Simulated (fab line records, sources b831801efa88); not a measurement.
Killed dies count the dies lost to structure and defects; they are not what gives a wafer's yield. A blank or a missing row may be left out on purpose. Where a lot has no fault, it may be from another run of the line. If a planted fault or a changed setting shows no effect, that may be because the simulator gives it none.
What tool caused it? + flow sky130 + 12 lots, 36 wafers sampled, at 1 step of a route of 708

== WHAT THE GAUGES READ, wafer by wafer ==
SKY_PWDE_OVL_MEAS_07.
| lot  | measured    | on         | PWDE_OVL (nm)  |
|------|-------------|------------|----------------|
| L075 | day 4 04:18 | overlay-01 | -1.6 -1.8 -3.7 |
| L077 | day 4 16:31 | overlay-02 | 0.1 2.9 2.5    |
| L079 | day 5 06:14 | overlay-02 | 2.6 0.9 -0.5   |
| L081 | day 5 19:35 | overlay-02 | 0.7 0.5 1.3    |
| L083 | day 6 01:28 | overlay-02 | -0.8 -3.4 -1.8 |
| L085 | day 6 20:41 | overlay-02 | -2.0 -3.9 -1.7 |
| L087 | day 7 08:25 | overlay-02 | -1.0 -0.7 -0.4 |
| L089 | day 7 15:42 | overlay-02 | -1.6 -0.5 -1.5 |
| L091 | day 7 23:13 | overlay-01 | -0.4 -1.0 1.0  |
| L093 | day 8 12:11 | overlay-01 | -1.4 -1.7 0.6  |
| L095 | day 9 00:15 | overlay-01 | -1.5 -0.6 -1.8 |
| L097 | day 9 10:29 | overlay-01 | 2.2 1.0 0.8    |

== WHAT TOOL EACH LOT RAN ON (gives the tool, then ch and the chambers of the sampled wafers, and finally the start) ==
The record shows no process step preceding these readings.

== THE ANSWER, worked out from the rows above alone ==
Rule: the usual values come from the lots themselves. Put in order of their means at a reading, lots are off if they are a third of the lots or fewer, leave a main group of 4 or more, and stand apart from it by a gap of 3 or more times the standard deviation of the main group's means; of several such gaps the widest counts. Not used: any main group whose means are identical at the precision the tables above print for the reading. A lot without any number at a reading at which 4 lots or more have one is off too. All remaining lots with rows at the step are treated as sound.
No lot is off at any reading shown: from this, nothing can be told.

== WHAT THE SIMULATOR HAD INSERTED ==
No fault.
